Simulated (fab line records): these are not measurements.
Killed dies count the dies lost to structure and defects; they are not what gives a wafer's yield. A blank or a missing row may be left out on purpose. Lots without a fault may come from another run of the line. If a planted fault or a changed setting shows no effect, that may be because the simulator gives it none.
fab line records ; flow gf180mcu ; part 1 of 2: steps 1 to 23 of 33
record lots=5; wafers=15; last_day=34
route steps=602 shown HV_LDD@218 NSD@235 PSD@248
lots that met no fault: from a run of the same line without faults
start_h: hours from the record's opening day to when the first of the lot's shown wafers began ; wait_h: how many hours have passed since the lot's step before this one ; " the same as in the row above ; L1.1+2: several wafers, shown together as one row ; - value missing, or start not given ; * or withheld: withheld ; < > ~ a bound
route shown NAME@n: a module of which the file shows steps, and the number in the route of the first ; usual: mean and standard deviation over wafers with no fault ; same: alike in all rows ; chamber/n: place in a boat ; sites: readings site by site ; _std_site: standard deviation of those values ; _edge_site: the outer-site mean with the inner-site mean subtracted ; radius_mm: for every site, how far away it sits from the centre of the wafer ; mask NAME#n: copy n ; behind: the most recent tool/chamber to have shaped the wafer ; hold: reason for holding the lot/hours on hold/outcome of the hold ; device: names the non-switching transistor (n, p or np) ; end of line: the same wafers' tests at the end of the route ; for a step that has no rows: nothing shown but its recipe ; killed: count of dies lost to structure and defects at first sort (not the wafer's yield) ; map: dies across one wafer; x = killed, . = not, _ = none there
set.NAME: the setting as run; set.NAME@STEP: as run at that earlier step ; model.NAME: the simulator's own value behind a step, which no gauge read
lots at some steps of the route; a table a step, a row a wafer
services: the hour from which a tool's chamber was out of use, counted from the record's first day as start_h (under 0 if before that day), plus the number of hours and why
## steps
# step GF_HV_LDD_SOFTBAKE_42
# recipe temp_c=90; time_s=60; resist=NOVOLAK
# usual chill_plate_temp_C=22.98/0.11; exhaust_pa=45.0/0.92
lot.wafer;tool;chamber;start_h;wait_h;chill_plate_temp_C;exhaust_pa
L088.1;litho_track-01;0;376.03;0.1;22.89;44.3
L088.2;litho_track-01;0;376.03;0.1;22.95;45.0
L088.3;litho_track-01;0;376.03;0.1;22.76;45.9
L090.1;litho_track-01;0;385.68;0.1;22.95;45.2
L090.3;litho_track-01;0;385.68;0.1;22.77;44.8
L090.4;litho_track-01;0;385.68;0.1;22.87;47.2
L093.1;litho_track-01;0;425.08;0.1;23.08;45.2
L093.2;litho_track-01;0;425.08;0.1;22.99;44.7
L093.4;litho_track-01;0;425.08;0.1;23.05;44.0
L096.1;litho_track-01;0;440.08;0.1;23.01;45.7
L096.3;litho_track-01;0;440.08;0.1;23.03;45.1
L096.5;litho_track-01;0;440.08;0.1;22.89;45.0
L095.1;litho_track-03;0;440.92;0.1;23.12;44.1
L095.3;litho_track-03;0;440.92;0.1;23.02;44.1
L095.6;litho_track-03;0;440.92;0.1;22.87;43.3
# step GF_HV_LDD_EXPOSE_43
# recipe mask_id=Pplus_HV_AREA; target_cd_nm=400; na=0.6; source_shape=conventional; sigma_outer=0.6; dose_mj=140
lot.wafer;tool;chamber;start_h;wait_h;mask
L088.1+2+3;iline_stepper-02;0;-;-;Pplus_HV_AREA#0
L090.1+3+4;iline_stepper-01;0;-;-;Pplus_HV_AREA#0
L093.1+2+4;iline_stepper-02;0;-;-;Pplus_HV_AREA#0
L096.1+3+5;iline_stepper-01;0;-;-;Pplus_HV_AREA#0
L095.1+3+6;iline_stepper-01;0;-;-;Pplus_HV_AREA#0
# step GF_HV_LDD_PEB_44
# recipe temp_c=withheld; time_s=*; resist=NOVOLAK
# usual chill_plate_temp_C=*; exhaust_pa=45.0/0.98
lot.wafer;tool;chamber;start_h;wait_h;chill_plate_temp_C;exhaust_pa
L088.1;litho_track-01;0;-;-;*;43.5
L088.2;litho_track-01;0;-;-;*;44.2
L088.3;litho_track-01;0;-;-;*;44.7
L090.1;litho_track-02;0;-;-;*;45.1
L090.3;litho_track-02;0;-;-;*;45.4
L090.4;litho_track-02;0;-;-;*;45.3
L093.1;litho_track-02;0;-;-;*;45.9
L093.2;litho_track-02;0;-;-;*;46.4
L093.4;litho_track-02;0;-;-;*;45.9
L096.1;litho_track-01;0;-;-;*;43.2
L096.3;litho_track-01;0;-;-;*;43.3
L096.5;litho_track-01;0;-;-;*;43.9
L095.1;litho_track-02;0;-;-;*;46.5
L095.3;litho_track-02;0;-;-;*;45.6
L095.6;litho_track-02;0;-;-;*;46.4
# step GF_HV_LDD_DEVELOP_45
# recipe develop_time_s=60; dev_temp_c=23
# usual chill_plate_temp_C=23.00/0.11; exhaust_pa=45.0/0.93
lot.wafer;tool;chamber;start_h;wait_h;chill_plate_temp_C;exhaust_pa
L088.1;litho_track-01;0;387.18;0.1;22.91;46.5
L088.2;litho_track-01;0;387.18;0.1;22.89;45.2
L088.3;litho_track-01;0;387.18;0.1;22.92;45.5
L090.1;litho_track-02;0;396.64;0.1;22.88;46.2
L090.3;litho_track-02;0;396.64;0.1;22.78;46.1
L090.4;litho_track-02;0;396.64;0.1;22.92;46.4
L093.1;litho_track-02;0;437.39;0.1;23.10;44.9
L093.2;litho_track-02;0;437.39;0.1;23.22;44.3
L093.4;litho_track-02;0;437.39;0.1;23.11;44.9
L096.1;litho_track-01;0;452.08;0.1;23.02;44.5
L096.3;litho_track-01;0;452.08;0.1;22.97;44.8
L096.5;litho_track-01;0;452.08;0.1;22.93;44.1
L095.1;litho_track-02;0;452.99;0.1;22.99;44.5
L095.3;litho_track-02;0;452.99;0.1;23.00;46.3
L095.6;litho_track-02;0;452.99;0.1;23.04;44.9
# step GF_HV_LDD_CD_MEAS_46
# recipe target_cd_nm=400
# usual cd_nm=398.9/2.3
lot.wafer;tool;chamber;start_h;wait_h;cd_nm
L088.1;cd_sem-01;-;387.33;0.1;397.9
L088.2;cd_sem-01;-;387.33;0.1;398.6
L088.3;cd_sem-01;-;387.33;0.1;397.7
L090.1;cd_sem-02;-;396.79;0.1;403.2
L090.3;cd_sem-02;-;396.79;0.1;402.2
L090.4;cd_sem-02;-;396.79;0.1;402.3
L093.1;cd_sem-01;-;437.54;0.1;399.8
L093.2;cd_sem-01;-;437.54;0.1;398.7
L093.4;cd_sem-01;-;437.54;0.1;400.5
L096.1;cd_sem-02;-;452.23;0.1;395.2
L096.3;cd_sem-02;-;452.23;0.1;395.4
L096.5;cd_sem-02;-;452.23;0.1;398.0
L095.1;cd_sem-01;-;453.14;0.1;399.6
L095.3;cd_sem-01;-;453.14;0.1;398.7
L095.6;cd_sem-01;-;453.14;0.1;399.0
# step GF_HV_LDD_OVL_MEAS_47
# usual HV_LDD_03_OVL=-0.7/1.3
lot.wafer;tool;chamber;start_h;wait_h;HV_LDD_03_OVL[nm]
L088.1;overlay-02;-;387.45;0.1;-1.0
L088.2;overlay-02;-;387.45;0.1;-0.2
L088.3;overlay-02;-;387.45;0.1;-1.1
L090.1;overlay-01;-;396.91;0.1;0.4
L090.3;overlay-01;-;396.91;0.1;0.7
L090.4;overlay-01;-;396.91;0.1;-1.0
L093.1;overlay-01;-;437.66;0.1;-2.6
L093.2;overlay-01;-;437.66;0.1;-4.2
L093.4;overlay-01;-;437.66;0.1;-2.4
L096.1;overlay-01;-;452.35;0.1;-0.1
L096.3;overlay-01;-;452.35;0.1;0.6
L096.5;overlay-01;-;452.35;0.1;0.3
L095.1;overlay-02;-;453.26;0.1;1.5
L095.3;overlay-02;-;453.26;0.1;1.2
L095.6;overlay-02;-;453.26;0.1;-0.2
# step GF_HV_LDD_IMPLANT_48
# recipe species=B; energy_kev=25; dose_cm2=3e+13; tilt_deg=7
lot.wafer;tool;chamber;start_h;wait_h
L088.1+2+3;implanter-01;0;387.49;0.0
L090.1+3+4;implanter-01;0;396.95;0.0
L093.1+2+4;implanter-02;0;437.70;0.0
L096.1+3+5;implanter-04;0;452.38;0.0
L095.1+3+6;implanter-01;0;453.30;0.0
# step GF_HV_LDD_STRIP_49
# recipe chemistry=O2/N2; power_w=1400; pressure_mtorr=1500; platen_temp_c=250; o2_flow_sccm=3000; n2_flow_sccm=300; overash_fraction=0.5
# usual drypump_motor_current_A=5.8/0.43; heater_power_w=340/61; oes_product_au=0.716/0.0047; strip_time_to_endpoint_s=12.65/0.032
# same overash_fraction=0.5
lot.wafer;tool;chamber;start_h;wait_h;drypump_motor_current_A;heater_power_w;oes_product_au;rf_hours_counter_h;strip_time_to_endpoint_s
L088.1;plasma_asher-01;1;387.64;0.1;5.7;334;0.713;28;12.65
L088.2;plasma_asher-01;0;387.64;0.1;6.3;427;0.713;28;12.67
L088.3;plasma_asher-01;0;387.64;0.1;6.2;417;0.708;-;12.67
L090.1;plasma_asher-01;1;397.10;0.1;5.7;335;0.715;29;12.71
L090.3;plasma_asher-01;1;397.10;0.1;5.7;334;0.721;-;12.71
L090.4;plasma_asher-01;0;397.10;0.1;6.2;419;0.717;-;12.67
L093.1;plasma_asher-01;0;437.85;0.1;6.2;420;0.716;33;12.62
L093.2;plasma_asher-01;1;437.85;0.1;5.7;332;0.717;33;12.59
L093.4;plasma_asher-01;1;437.85;0.1;5.7;336;0.711;-;12.56
L096.1;plasma_asher-04;1;452.53;0.1;6.1;308;0.721;2;12.67
L096.3;plasma_asher-04;1;452.53;0.1;6.2;316;0.723;-;12.67
L096.5;plasma_asher-04;1;452.53;0.1;6.1;314;0.709;-;12.66
L095.1;plasma_asher-03;0;453.45;0.1;5.0;273;0.721;87;12.65
L095.3;plasma_asher-03;0;453.45;0.1;5.0;271;0.718;-;12.67
L095.6;plasma_asher-03;0;453.45;0.1;5.0;267;0.718;-;12.63
# step GF_HV_LDD_TW_MEAS_50
# usual HV_LDD_4_TW=573.3/2.7
lot.wafer;tool;chamber;start_h;wait_h;HV_LDD_4_TW
L088.1;film_metro-04;-;387.74;0.1;572.4
L088.2;film_metro-04;-;387.74;0.1;573.9
L088.3;film_metro-04;-;387.74;0.1;572.0
L090.1;film_metro-02;-;397.20;0.1;574.6
L090.3;film_metro-02;-;397.20;0.1;574.9
L090.4;film_metro-02;-;397.20;0.1;573.7
L093.1;film_metro-04;-;437.95;0.1;569.7
L093.2;film_metro-04;-;437.95;0.1;575.0
L093.4;film_metro-04;-;437.95;0.1;571.9
L096.1;film_metro-01;-;452.63;0.1;573.0
L096.3;film_metro-01;-;452.63;0.1;574.2
L096.5;film_metro-01;-;452.63;0.1;573.6
L095.1;film_metro-04;-;453.55;0.1;574.7
L095.3;film_metro-04;-;453.55;0.1;576.9
L095.6;film_metro-04;-;453.55;0.1;577.7
# step GF_HV_LDD_CLEAN_51
# recipe chemistry=SC1/SC2; mix=1:4:20; temp_c=70; time_s=150; dry=n2_spin
# usual bath_guard_temp_C=70.2/0.43
lot.wafer;tool;chamber;start_h;wait_h;bath_guard_temp_C
L088.1;wet_bench-03;2;387.80;0.1;70.5
L088.2;wet_bench-03;2;387.80;0.1;70.5
L088.3;wet_bench-03;2;387.80;0.1;70.1
L090.1;wet_bench-04;2;397.26;0.1;70.7
L090.3;wet_bench-04;2;397.26;0.1;70.7
L090.4;wet_bench-04;2;397.26;0.1;70.5
L093.1;wet_bench-04;3;438.01;0.1;70.9
L093.2;wet_bench-04;3;438.01;0.1;71.0
L093.4;wet_bench-04;3;438.01;0.1;70.9
L096.1;wet_bench-03;0;452.69;0.1;69.1
L096.3;wet_bench-03;0;452.69;0.1;69.1
L096.5;wet_bench-03;0;452.69;0.1;69.4
L095.1;wet_bench-02;1;453.61;0.1;70.8
L095.3;wet_bench-02;1;453.61;0.1;70.4
L095.6;wet_bench-02;1;453.61;0.1;70.7
# step GF_HV_LDD_RTA_52
# recipe temp_c=1000; time_s=10; ambient=N2
# usual lamp_power_pct=36.3/2.9; wafer_temp_C_max=1004.5/1.8
lot.wafer;tool;chamber;start_h;wait_h;lamp_power_pct;wafer_temp_C_max
L088.1;rtp_anneal-01;0;387.85;0.0;33.2;1005.9
L088.2;rtp_anneal-01;0;387.85;0.0;33.2;1006.5
L088.3;rtp_anneal-01;0;387.85;0.0;33.2;1006.2
L090.1;rtp_anneal-02;0;397.31;0.0;39.0;1002.0
L090.3;rtp_anneal-02;0;397.31;0.0;38.9;1002.4
L090.4;rtp_anneal-02;0;397.31;0.0;39.0;1003.0
L093.1;rtp_anneal-02;0;438.06;0.0;39.0;1003.0
L093.2;rtp_anneal-02;0;438.06;0.0;39.0;1002.0
L093.4;rtp_anneal-02;0;438.06;0.0;39.0;1004.0
L096.1;rtp_anneal-01;0;452.75;0.0;33.1;1005.2
L096.3;rtp_anneal-01;0;452.75;0.0;33.2;1006.3
L096.5;rtp_anneal-01;0;452.75;0.0;33.1;1007.5
L095.1;rtp_anneal-02;0;453.66;0.0;39.0;1003.4
L095.3;rtp_anneal-02;0;453.66;0.0;38.9;1002.8
L095.6;rtp_anneal-02;0;453.66;0.0;38.9;1005.5
# step GF_HV_LDD_RS_MEAS_53
# recipe thk_meas_gauge=four-point-probe
# usual HV_LDD_RS=418.4/0.93
lot.wafer;tool;chamber;start_h;wait_h;HV_LDD_RS[ohm/sq]
L088.1;film_metro-04;-;387.91;0.1;417.9
L088.2;film_metro-04;-;387.91;0.1;418.4
L088.3;film_metro-04;-;387.91;0.1;416.2
L090.1;film_metro-01;-;397.38;0.1;418.3
L090.3;film_metro-01;-;397.38;0.1;418.9
L090.4;film_metro-01;-;397.38;0.1;420.3
L093.1;film_metro-01;-;438.13;0.1;419.5
L093.2;film_metro-01;-;438.13;0.1;419.1
L093.4;film_metro-01;-;438.13;0.1;418.5
L096.1;film_metro-02;-;452.82;0.1;417.9
L096.3;film_metro-02;-;452.82;0.1;419.3
L096.5;film_metro-02;-;452.82;0.1;418.2
L095.1;film_metro-01;-;453.73;0.1;419.4
L095.3;film_metro-01;-;453.73;0.1;418.7
L095.6;film_metro-01;-;453.73;0.1;419.4
# step GF_HV_LDD_CVD_54
# recipe material=SiO2; target_thk_nm=10; precursor=TEOS; temp_c=680; time_s=75; pressure_mtorr=400
# usual spike_tc_top_C=698.1/1.5; zone_power_centre_pct=11.7/0.62; zone_power_upper_pct=10.45/0.23
lot.wafer;tool;chamber;start_h;wait_h;spike_tc_top_C;zone_power_centre_pct;zone_power_upper_pct
L088.1;lpcvd-01;1;388.03;0.1;699.9;11.3;10.46
L088.2;lpcvd-01;1;388.03;0.1;697.0;11.5;10.50
L088.3;lpcvd-01;1;388.03;0.1;697.6;11.5;10.36
L090.1;lpcvd-01;1;397.50;0.1;699.6;11.2;10.54
L090.3;lpcvd-01;1;397.50;0.1;698.5;11.3;10.50
L090.4;lpcvd-01;1;397.50;0.1;698.1;11.4;10.36
L093.1;lpcvd-02;1;438.25;0.1;698.3;11.0;10.61
L093.2;lpcvd-02;1;438.25;0.1;695.9;11.1;10.87
L093.4;lpcvd-02;1;438.25;0.1;697.3;11.1;10.73
L096.1;lpcvd-02;1;452.94;0.1;696.0;11.1;10.67
L096.3;lpcvd-02;1;452.94;0.1;695.9;11.4;10.74
L096.5;lpcvd-02;1;452.94;0.1;699.0;11.0;10.69
L095.1;lpcvd-01;0;453.85;0.1;698.4;12.4;10.29
L095.3;lpcvd-01;0;453.85;0.1;699.5;12.6;10.34
L095.6;lpcvd-01;0;453.85;0.1;697.0;12.7;10.47
# step GF_HV_LDD_THK_MEAS_55
# recipe reads=SiO2_of_HV_LDD_CVD_54
# usual HV_LDD_CVD_54_THK=10.06/0.14
lot.wafer;tool;chamber;start_h;wait_h;HV_LDD_CVD_54_THK[nm]
L088.1;film_metro-02;-;389.57;0.0;9.99
L088.2;film_metro-02;-;389.57;0.0;10.12
L088.3;film_metro-02;-;389.57;0.0;10.00
L090.1;film_metro-02;-;398.52;0.0;9.93
L090.3;film_metro-02;-;398.52;0.0;9.94
L090.4;film_metro-02;-;398.52;0.0;10.00
L093.1;film_metro-02;-;439.78;0.0;10.35
L093.2;film_metro-02;-;439.78;0.0;10.10
L093.4;film_metro-02;-;439.78;0.0;10.18
L096.1;film_metro-01;-;453.96;0.0;9.88
L096.3;film_metro-01;-;453.96;0.0;9.76
L096.5;film_metro-01;-;453.96;0.0;9.73
L095.1;film_metro-02;-;454.87;0.0;10.14
L095.3;film_metro-02;-;454.87;0.0;9.95
L095.6;film_metro-02;-;454.87;0.0;10.04
# step GF_HV_LDD_CVD_56
# recipe material=Si3N4; precursor=DCS/NH3; target_thk_nm=90; temp_c=770; time_s=1543; pressure_mtorr=250
# usual spike_tc_top_C=784.8/1.6; zone_power_centre_pct=14.3/0.49; zone_power_upper_pct=13.3/0.38
lot.wafer;tool;chamber;start_h;wait_h;spike_tc_top_C;zone_power_centre_pct;zone_power_upper_pct
L088.1;lpcvd-01;1;389.63;0.1;785.6;14.5;13.3
L088.2;lpcvd-01;1;389.63;0.1;785.1;14.4;13.4
L088.3;lpcvd-01;1;389.63;0.1;784.5;14.3;13.1
L090.1;lpcvd-02;0;399.79;1.3;781.8;14.1;12.6
L090.3;lpcvd-02;0;399.79;1.3;782.8;13.7;12.5
L090.4;lpcvd-02;0;399.79;1.3;782.4;14.0;12.6
L093.1;lpcvd-02;1;439.84;0.1;781.9;13.7;13.8
L093.2;lpcvd-02;1;439.84;0.1;784.8;14.1;13.8
L093.4;lpcvd-02;1;439.84;0.1;784.5;14.1;13.5
L096.1;lpcvd-02;0;454.02;0.1;781.7;13.9;12.4
L096.3;lpcvd-02;0;454.02;0.1;781.4;14.1;12.5
L096.5;lpcvd-02;0;454.02;0.1;783.2;13.8;12.7
L095.1;lpcvd-01;1;454.93;0.1;786.4;14.7;13.4
L095.3;lpcvd-01;1;454.93;0.1;785.7;14.3;13.3
L095.6;lpcvd-01;1;454.93;0.1;785.5;14.3;13.3
# step GF_HV_LDD_THK_MEAS_57
# recipe reads=Si3N4_of_HV_LDD_CVD_56
# usual HV_LDD_CVD_56_THK=90.3/0.79
lot.wafer;tool;chamber;start_h;wait_h;HV_LDD_CVD_56_THK[nm]
L088.1;film_metro-04;-;391.05;0.0;90.6
L088.2;film_metro-04;-;391.05;0.0;89.8
L088.3;film_metro-04;-;391.05;0.0;90.1
L090.1;film_metro-01;-;401.93;0.0;90.7
L090.3;film_metro-01;-;401.93;0.0;90.9
L090.4;film_metro-01;-;401.93;0.0;90.6
L093.1;film_metro-01;-;441.98;0.0;89.5
L093.2;film_metro-01;-;441.98;0.0;89.1
L093.4;film_metro-01;-;441.98;0.0;89.8
L096.1;film_metro-04;-;455.45;0.0;90.7
L096.3;film_metro-04;-;455.45;0.0;91.0
L096.5;film_metro-04;-;455.45;0.0;90.0
L095.1;film_metro-01;-;456.36;0.0;92.2
L095.3;film_metro-01;-;456.36;0.0;91.8
L095.6;film_metro-01;-;456.36;0.0;92.6
# step GF_HV_LDD_ETCHBACK_58
# recipe chemistry=CH3F/O2; target=Si3N4; stop_on=SiO2; source_w=400; bias_w=80; pressure_mtorr=25; ch3f_flow_sccm=40; O2_flow_sccm=30; time_s=100; target_depth_a=900
# usual drypump_motor_current_A=5.9/0.44; oes_product_au=0.844/0.0062; throttle_valve_pct=10.562/0.0098
lot.wafer;tool;chamber;start_h;wait_h;drypump_motor_current_A;oes_product_au;rf_hours_counter_h;throttle_valve_pct
L088.1;rie_diel-02;2;391.11;0.1;6.1;0.841;41;10.553
L088.2;rie_diel-02;3;391.11;0.1;5.5;0.845;89;10.586
L088.3;rie_diel-02;1;391.11;0.1;6.1;0.842;76;10.554
L090.1;rie_diel-04;0;401.99;0.1;6.4;0.853;87;10.572
L090.3;rie_diel-04;2;401.99;0.1;5.9;0.849;94;10.582
L090.4;rie_diel-04;1;401.99;0.1;5.9;0.846;4;10.570
L093.1;rie_diel-04;2;442.04;0.1;5.9;0.844;95;10.565
L093.2;rie_diel-04;3;442.04;0.1;6.0;0.832;17;10.571
L093.4;rie_diel-04;0;442.04;0.1;6.4;0.842;88;10.549
L096.1;rie_diel-02;0;455.51;0.1;6.4;0.861;83;10.569
L096.3;rie_diel-02;3;455.51;0.1;5.5;0.846;91;10.558
L096.5;rie_diel-02;2;455.51;0.1;6.1;0.839;-;10.563
L095.1;rie_diel-03;0;456.42;0.1;6.4;0.851;16;10.567
L095.3;rie_diel-03;2;456.42;0.1;5.8;0.854;69;10.547
L095.6;rie_diel-03;0;456.42;0.1;6.4;0.854;-;10.554
# step GF_NSD_DEHYDRATE_00
# recipe temp_c=200; time_s=60
# usual chill_plate_temp_C=22.98/0.094; exhaust_pa=45.0/0.93
lot.wafer;tool;chamber;start_h;wait_h;chill_plate_temp_C;exhaust_pa
L088.1;litho_track-01;0;402.88;11.7;23.12;45.4
L088.2;litho_track-01;0;402.88;11.7;23.06;44.8
L088.3;litho_track-01;0;402.88;11.7;22.93;45.7
L090.1;litho_track-03;0;413.47;11.4;22.89;45.5
L090.3;litho_track-03;0;413.47;11.4;22.76;44.3
L090.4;litho_track-03;0;413.47;11.4;22.91;46.0
L093.1;litho_track-04;0;453.61;11.5;22.86;45.7
L093.2;litho_track-04;0;453.61;11.5;23.01;45.9
L093.4;litho_track-04;0;453.61;11.5;22.91;44.8
L096.1;litho_track-01;0;466.98;11.4;23.17;44.8
L096.3;litho_track-01;0;466.98;11.4;22.91;46.4
L096.5;litho_track-01;0;466.98;11.4;22.86;45.7
L095.1;litho_track-01;0;468.18;11.7;22.90;43.3
L095.3;litho_track-01;0;468.18;11.7;23.12;44.3
L095.6;litho_track-01;0;468.18;11.7;23.00;44.9
# step GF_NSD_HMDS_01
# recipe prime_time_s=60; prime_temp_c=120
# usual chill_plate_temp_C=23.00/0.099; exhaust_pa=45.1/0.83
lot.wafer;tool;chamber;start_h;wait_h;chill_plate_temp_C;exhaust_pa
L088.1;litho_track-01;0;403.03;0.1;22.99;43.8
L088.2;litho_track-01;0;403.03;0.1;22.88;45.2
L088.3;litho_track-01;0;403.03;0.1;23.01;44.3
L090.1;litho_track-03;0;413.62;0.1;23.43;44.6
L090.3;litho_track-03;0;413.62;0.1;23.07;44.5
L090.4;litho_track-03;0;413.62;0.1;23.11;45.0
L093.1;litho_track-04;0;453.76;0.1;22.95;43.9
L093.2;litho_track-04;0;453.76;0.1;22.83;44.0
L093.4;litho_track-04;0;453.76;0.1;22.87;43.8
L096.1;litho_track-01;0;467.13;0.1;23.12;43.3
L096.3;litho_track-01;0;467.13;0.1;22.90;43.2
L096.5;litho_track-01;0;467.13;0.1;22.95;43.6
L095.1;litho_track-01;0;468.33;0.1;22.96;45.2
L095.3;litho_track-01;0;468.33;0.1;22.99;44.2
L095.6;litho_track-01;0;468.33;0.1;22.75;45.4
# step GF_NSD_COAT_02
# recipe resist=NOVOLAK; spin_rpm=3000; resist_thk_nm=1000
# usual chill_plate_temp_C=23.00/0.093; exhaust_pa=45.0/0.94; spin_speed_rpm=2999.9/1.7
lot.wafer;tool;chamber;start_h;wait_h;chill_plate_temp_C;exhaust_pa;spin_speed_rpm
L088.1;litho_track-01;0;403.18;0.1;22.94;43.7;3001.4
L088.2;litho_track-01;0;403.18;0.1;23.11;44.2;3001.8
L088.3;litho_track-01;0;403.18;0.1;23.07;44.6;3001.6
L090.1;litho_track-03;0;413.77;0.1;22.93;43.7;2998.6
L090.3;litho_track-03;0;413.77;0.1;22.85;44.7;3003.8
L090.4;litho_track-03;0;413.77;0.1;23.05;44.6;3001.6
L093.1;litho_track-04;0;453.91;0.1;23.03;44.3;2999.2
L093.2;litho_track-04;0;453.91;0.1;22.90;43.1;2999.8
L093.4;litho_track-04;0;453.91;0.1;23.05;43.7;2999.8
L096.1;litho_track-01;0;467.28;0.1;22.99;43.7;2998.8
L096.3;litho_track-01;0;467.28;0.1;22.98;44.9;2997.8
L096.5;litho_track-01;0;467.28;0.1;23.00;43.6;3001.2
L095.1;litho_track-01;0;468.48;0.1;22.99;45.1;2998.0
L095.3;litho_track-01;0;468.48;0.1;22.96;43.5;2997.8
L095.6;litho_track-01;0;468.48;0.1;23.06;46.2;2996.4
# step GF_NSD_SOFTBAKE_03
# recipe temp_c=90; time_s=60; resist=NOVOLAK
# usual chill_plate_temp_C=22.98/0.095; exhaust_pa=45.1/0.91
lot.wafer;tool;chamber;start_h;wait_h;chill_plate_temp_C;exhaust_pa
L088.1;litho_track-01;0;403.33;0.1;23.06;44.9
L088.2;litho_track-01;0;403.33;0.1;22.90;45.0
L088.3;litho_track-01;0;403.33;0.1;22.94;43.8
L090.1;litho_track-03;0;413.92;0.1;22.96;45.7
L090.3;litho_track-03;0;413.92;0.1;22.96;47.5
L090.4;litho_track-03;0;413.92;0.1;22.88;46.6
L093.1;litho_track-04;0;454.06;0.1;22.82;45.9
L093.2;litho_track-04;0;454.06;0.1;22.93;45.8
L093.4;litho_track-04;0;454.06;0.1;22.80;44.8
L096.1;litho_track-01;0;467.43;0.1;22.95;45.6
L096.3;litho_track-01;0;467.43;0.1;22.95;46.2
L096.5;litho_track-01;0;467.43;0.1;22.90;44.9
L095.1;litho_track-01;0;468.63;0.1;22.99;45.5
L095.3;litho_track-01;0;468.63;0.1;23.03;44.0
L095.6;litho_track-01;0;468.63;0.1;23.06;44.5
# step GF_NSD_EXPOSE_04
# recipe mask_id=Nplus; target_cd_nm=400; na=0.6; source_shape=conventional; sigma_outer=0.6; dose_mj=140
lot.wafer;tool;chamber;start_h;wait_h;mask
L088.1+2+3;iline_stepper-01;0;-;-;Nplus#0
L090.1+3+4;iline_stepper-01;0;-;-;Nplus#0
L093.1+2+4;iline_stepper-02;0;-;-;Nplus#0
L096.1+3+5;iline_stepper-02;0;-;-;Nplus#0
L095.1+3+6;iline_stepper-01;0;-;-;Nplus#0
# step GF_NSD_PEB_05
# recipe temp_c=withheld; time_s=*; resist=NOVOLAK
# usual chill_plate_temp_C=*; exhaust_pa=44.9/0.93
lot.wafer;tool;chamber;start_h;wait_h;chill_plate_temp_C;exhaust_pa
L088.1;litho_track-04;0;-;-;*;45.1
L088.2;litho_track-04;0;-;-;*;45.5
L088.3;litho_track-04;0;-;-;*;45.7
L090.1;litho_track-01;0;-;-;*;45.0
L090.3;litho_track-01;0;-;-;*;45.6
L090.4;litho_track-01;0;-;-;*;45.1
L093.1;litho_track-04;0;-;-;*;44.7
L093.2;litho_track-04;0;-;-;*;44.3
L093.4;litho_track-04;0;-;-;*;45.3
L096.1;litho_track-01;0;-;-;*;45.5
L096.3;litho_track-01;0;-;-;*;45.9
L096.5;litho_track-01;0;-;-;*;46.4
L095.1;litho_track-01;0;-;-;*;45.6
L095.3;litho_track-01;0;-;-;*;45.6
L095.6;litho_track-01;0;-;-;*;45.4
